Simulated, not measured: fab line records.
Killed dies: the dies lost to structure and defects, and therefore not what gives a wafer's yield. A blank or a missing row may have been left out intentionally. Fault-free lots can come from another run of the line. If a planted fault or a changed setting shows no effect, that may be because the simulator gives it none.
Which tool was responsible?	flow sky130	42 wafers from 14 lots sampled at 2 of the route's 708 steps

WHAT THE GAUGES READ, wafer by wafer
SKY_VIA3_THK_MEAS_23: measures by xrf.
lot	measured	on	VIA3_W_THK (nm)
L325	day 41 11:01	film metro-01	405 398 402
L324	day 41 11:59	film metro-01	394 395 402
L328	day 41 12:22	film metro-03	390 399 391
L329	day 41 12:36	film metro-01	395 398 402
L327	day 41 12:46	film metro-04	400 399 402
L331	day 41 13:25	film metro-03	390 391 394
L333	day 42 08:32	film metro-04	398 392 396
L332	day 42 10:20	film metro-01	393 405 401
L334	day 43 12:23	film metro-01	399 405 400
L337	day 43 12:43	film metro-04	393 401 393
L336	day 43 16:26	film metro-03	398 390 396
L339	day 44 07:27	film metro-03	395 391 390
L340	day 44 08:20	film metro-01	394 397 390
L346	day 45 15:38	film metro-01	401 402 404

EACH LOT AND THE TOOL THAT RAN IT (in order: tool; ch and the chambers of the sampled wafers; start)
lot	SKY_VIA3_CVD_21
L325	cvd w-01 ch 0,1, day 41 10:47
L324	cvd w-01 ch 0,1, day 41 11:44
L328	cvd w-02 ch 0,1, day 41 12:07
L329	cvd w-01 ch 0,1, day 41 12:20
L327	cvd w-02 ch 0,1, day 41 12:31
L331	cvd w-01 ch 0,1, day 41 13:10
L333	cvd w-01 ch 0, day 42 08:17
L332	cvd w-01 ch 1, day 42 10:02
L334	cvd w-02 ch 0,1, day 43 12:08
L337	cvd w-01 ch 0, day 43 12:25
L336	cvd w-02 ch 0,1, day 43 16:11
L339	cvd w-01 ch 0, day 44 07:05
L340	cvd w-02 ch 0,1, day 44 08:05
L346	cvd w-01 ch 0,1, day 45 15:25
- SKY_VIA3_CVD_21: deposits W, target thk 390 nm, time 117.31 s.

AS READ BY THE TOOLS THEMSELVES (means over the sampled wafers that have a number; for cases with no such wafer, the mark the record gives instead)
SKY_VIA3_CVD_21.
lot	tool	heater power w (W)
L325	cvd w-01	841
L324	cvd w-01	849
L328	cvd w-02	963
L329	cvd w-01	895
L327	cvd w-02	964
L331	cvd w-01	908
L333	cvd w-01	966
L332	cvd w-01	786
L334	cvd w-02	933
L337	cvd w-01	979
L336	cvd w-02	959
L339	cvd w-01	972
L340	cvd w-02	957
L346	cvd w-01	920

THE ANSWER, worked out from the rows above alone
Rule: the usual values come from the lots themselves. Put in order of their means at a reading, lots are off if they are a third of the lots or fewer, leave a main group of 4 or more, and stand apart from it by a gap of 3 or more times the standard deviation of the main group's means; of several such gaps the widest counts. A main group is skipped when, at the precision printed for the reading in the tables above, its means are all equal. A lot without any number at a reading at which 4 lots or more have one is off too. All remaining lots with rows at the step are treated as sound. The gauges are gone through in route order, then the tools' own readings, and for those a lot's mean is taken as printed above. At the first step where some lot is off, the reading lying furthest off is the one used; lots without a number count as furthest.
Nothing can be told from this: no lot is off at any reading shown.

WHAT WAS PUT IN BY THE SIMULATOR
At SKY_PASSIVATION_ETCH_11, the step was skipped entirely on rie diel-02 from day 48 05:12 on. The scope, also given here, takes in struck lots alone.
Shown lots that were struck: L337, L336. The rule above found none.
